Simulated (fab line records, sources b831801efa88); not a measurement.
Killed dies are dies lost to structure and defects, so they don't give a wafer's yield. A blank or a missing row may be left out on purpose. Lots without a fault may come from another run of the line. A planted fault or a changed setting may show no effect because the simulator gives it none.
Chamber matching | flow sky130 | SKY_CONTACT_CMP_04 on cmp-01: 4 sister chambers
The step polishes SiO2. 4 wafers are shown with their chamber, then 6 later ones without.

WAFERS WITH THEIR CHAMBER
wafer  | chamber | motor_current_A (A)
L817.6 | 2       | 11.3
L831.1 | 3       | 10.5
L831.3 | 0       | 12.6
L831.6 | 1       | 11.4

WAFERS WITHOUT THEIR CHAMBER
wafer  | motor_current_A (A)
L833.1 | 10.5
L833.4 | 12.2
L833.6 | 12.4
L835.2 | 10.9
L835.3 | 11.3
L835.4 | 13.1

WHICH CHAMBER EACH WENT THROUGH
wafer  | from the rows above          | in truth
L833.1 | 3                            | 3
L833.4 | can't be placed: 0 or 1 or 2 | 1
L833.6 | 0                            | 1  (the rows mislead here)
L835.2 | can't be placed: 2 or 3 or 1 | 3
L835.3 | can't be placed: 2 or 1      | 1
L835.4 | 0                            | 0
Placed correctly: 2 of 6. Can't be placed from these rows: 3 (the true chamber is among the candidates in 3). Placed wrongly: 1.
How it was worked out, from the rows above alone: a wafer's distance from a chamber is the root of the sum, over the readings, of the square of ((its reading less the chamber's mean) divided by the reading's scatter). The wafer belongs to the nearest chamber; if the next one is less than 2 further off, it can't be placed. A chamber's mean is the mean of its shown wafers. The scatter: with one shown wafer a chamber, the root of the mean of the squares of how far each hidden wafer lies from its nearest shown one.
